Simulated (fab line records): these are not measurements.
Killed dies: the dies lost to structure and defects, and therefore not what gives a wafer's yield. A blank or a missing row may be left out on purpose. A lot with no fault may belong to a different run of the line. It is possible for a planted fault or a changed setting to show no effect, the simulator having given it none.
The tool behind it: which one? ; flow sfqLine ; 7 lots with 20 wafers sampled at 3 steps, on a route of 325 steps

== WHAT THE GAUGES READ, wafer by wafer ==
SFQ_I1_OVL_MEAS_913.
lot;measured;on;I1_OVL (nm)
L641;day 21 00:53;overlay-02;-5 -6 -9
L643;day 21 15:17;overlay-02;-6 -4 1
L646;day 26 02:48;overlay-01;-3 -1 -8
L648;day 26 19:49;overlay-01;-14 0 -2
L650;day 27 09:01;overlay-01;-9 -11 -15
L657;day 29 22:02;overlay-02;-14 -9
L662;day 31 00:25;overlay-01;-3 -1 3

== WHICH TOOL RAN EACH LOT (tool, then ch and the chambers of the sampled wafers, then the start) ==
lot;SFQ_TRILAYER_M0_ETCH_METAL_ETCH_024;SFQ_TRILAYER_M0_STRIP_STRIP_025
L641;rieMetal-01 ch 0,1, day 8 15:21;rieMetal-01 ch 0,1, day 8 15:29
L643;rieMetal-03 ch 0,1, day 8 20:20;rieMetal-03 ch 0,1, day 8 20:27
L646;rieMetal-03 ch 0,1, day 9 07:00;rieMetal-03 ch 0,1, day 9 07:08
L648;rieMetal-03 ch 0,1, day 9 19:03;rieMetal-03 ch 0,1, day 9 19:11
L650;rieMetal-01 ch 0,1, day 9 23:51;rieMetal-01 ch 0,1, day 9 23:59
L657;rieMetal-01 ch 1, day 12 08:47;rieMetal-01 ch 1, day 12 08:55
L662;rieMetal-03 ch 0,1, day 17 10:40;rieMetal-03 ch 0,1, day 17 10:47
- SFQ_TRILAYER_M0_ETCH_METAL_ETCH_024: etches Nb in Cl2/Ar, stops on SiO2, target depth 240 nm, time 120 s.
- SFQ_TRILAYER_M0_STRIP_STRIP_025: strips in O2.

== THE ANSWER, worked out from the rows above alone ==
Rule: the lots themselves supply what counts as usual. Put in order of their means at a reading, lots are off if they are a third of the lots or fewer, leave a main group of 4 or more, and stand apart from it by a gap of 3 or more times the standard deviation of the main group's means; of several such gaps the widest counts. A main group whose means are all the same, to the digits that the tables above print for the reading, isn't used. Also off: a lot with no number at a reading for which 4 or more lots have one. Any other lot the step has rows for is counted as sound.
None of the lots is off at any reading shown; this tells nothing.

== WHAT HAD BEEN PUT IN BY THE SIMULATOR ==
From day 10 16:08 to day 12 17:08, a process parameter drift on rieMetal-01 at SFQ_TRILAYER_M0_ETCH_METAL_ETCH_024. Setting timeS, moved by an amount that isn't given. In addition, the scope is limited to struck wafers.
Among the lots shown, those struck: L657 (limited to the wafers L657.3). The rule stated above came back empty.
